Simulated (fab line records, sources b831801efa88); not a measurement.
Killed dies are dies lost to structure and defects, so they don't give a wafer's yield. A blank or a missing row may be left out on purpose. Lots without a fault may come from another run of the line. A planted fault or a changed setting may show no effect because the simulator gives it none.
Tool commonality check | flow sky130 | 14 lots, 48 wafers sampled

WHY IT WAS OPENED
At SKY_POLY_GATE_THK_MEAS_01 the reading POLY_GATE_CVD_00_THK is flagged on 2 of 14 lots. Wafers without a fault read 179.9 nm, standard deviation 1.6.
Rule: a lot is flagged when every wafer of it that has a number lies more than 4 standard deviations from that mean, or none has a number. The other lots count as sound.

lot  | measured     | on            | POLY_GATE_CVD_00_THK (nm), wafer by wafer | flag
L399 | day 13 19:50 | film_metro-01 | 179.4 179.7 179.4                         |
L400 | day 14 04:28 | film_metro-03 | 182.3 184.2 183.6                         |
L401 | day 14 13:55 | film_metro-03 | 182.4 181.2 180.0                         |
L402 | day 15 03:47 | film_metro-01 | 177.2 178.5 177.5                         |
L404 | day 15 15:51 | film_metro-01 | 177.0 179.1 179.7                         |
L405 | day 15 21:43 | film_metro-02 | 180.9 180.2 179.4                         |
L406 | day 16 06:12 | film_metro-03 | 181.7 180.9 178.8                         |
L407 | day 17 00:10 | film_metro-02 | 182.5 182.8 181.0                         |
L408 | day 17 00:10 | film_metro-03 | 179.0 178.6 179.4                         |
L411 | day 18 08:41 | film_metro-02 | 176.7 176.5 177.7                         |
L412 | day 18 16:23 | film_metro-01 | 179.6 179.4 180.1                         |
L414 | day 19 04:33 | film_metro-02 | 183.2 180.4 181.6                         |
L417 | day 20 03:55 | film_metro-02 | 78.8 79.3 78.6 78.8 79.4 78.7             | FLAGGED
L416 | day 20 05:43 | film_metro-02 | 79.4 79.6 79.8 79.4 79.7 79.8             | FLAGGED
The numbers of the flagged lots are 79.3 nm on average: -100.6 nm against the usual, or -63 standard deviations.

WHICH TOOL RAN EACH LOT
The record holds 1 process step before the reading, out of a route of 708 steps. In each cell: the tool, then ch and the chambers that the sampled wafers went through, then the start.
lot  | flag    | SKY_POLY_GATE_CVD_00
L399 |         | lpcvd-01 ch 1, day 13 18:38
L400 |         | lpcvd-01 ch 0, day 14 03:16
L401 |         | lpcvd-01 ch 0, day 14 12:43
L402 |         | lpcvd-01 ch 0, day 15 02:33
L404 |         | lpcvd-01 ch 0, day 15 14:37
L405 |         | lpcvd-01 ch 1, day 15 20:31
L406 |         | lpcvd-01 ch 1, day 16 04:59
L407 |         | lpcvd-01 ch 1, day 16 22:58
L408 |         | lpcvd-01 ch 0, day 16 22:58
L411 |         | lpcvd-01 ch 1, day 18 07:28
L412 |         | lpcvd-01 ch 0, day 18 15:10
L414 |         | lpcvd-01 ch 1, day 19 03:21
L417 | FLAGGED | lpcvd-01 ch 0, day 20 02:07
L416 | FLAGGED | lpcvd-01 ch 1, day 20 03:55
What these steps do:
- SKY_POLY_GATE_CVD_00: deposits poly-Si, target thk 180 nm, time 720 s.
- SKY_POLY_GATE_THK_MEAS_01

FLAGGED OVER TOTAL, TOOL BY TOOL (the gauges that took the reading come last)
step                      | tool          | lots run | flagged | share of the flagged lots | sound lots run after its first flagged lot
SKY_POLY_GATE_CVD_00      | lpcvd-01      | 14       | 2       | all                       | 0
SKY_POLY_GATE_THK_MEAS_01 | film_metro-01 | 4        | 0       | none                      | -
SKY_POLY_GATE_THK_MEAS_01 | film_metro-02 | 6        | 2       | all                       | 0
SKY_POLY_GATE_THK_MEAS_01 | film_metro-03 | 4        | 0       | none                      | -

WHAT THE TABLE ALLOWS
2 rows of the table ran every flagged lot: lpcvd-01 at SKY_POLY_GATE_CVD_00, film_metro-02 at SKY_POLY_GATE_THK_MEAS_01.
- lpcvd-01 at SKY_POLY_GATE_CVD_00: 2 of its 14 lots flagged. Its last sound lot is L414 (day 19 03:21), its first flagged lot L417 (day 20 02:07): a fault that began between those two fits.
- film_metro-02 at SKY_POLY_GATE_THK_MEAS_01: 2 of its 6 lots flagged. Its last sound lot is L414 (day 19 04:33), its first flagged lot L417 (day 20 03:55): a fault that began between those two fits.
Counting lots can't tell these 2 tools apart, because each fits a fault that began at some hour. More lots, or a look at what each step does to the wafer, might.

WHAT THE SIMULATOR HAD PUT IN
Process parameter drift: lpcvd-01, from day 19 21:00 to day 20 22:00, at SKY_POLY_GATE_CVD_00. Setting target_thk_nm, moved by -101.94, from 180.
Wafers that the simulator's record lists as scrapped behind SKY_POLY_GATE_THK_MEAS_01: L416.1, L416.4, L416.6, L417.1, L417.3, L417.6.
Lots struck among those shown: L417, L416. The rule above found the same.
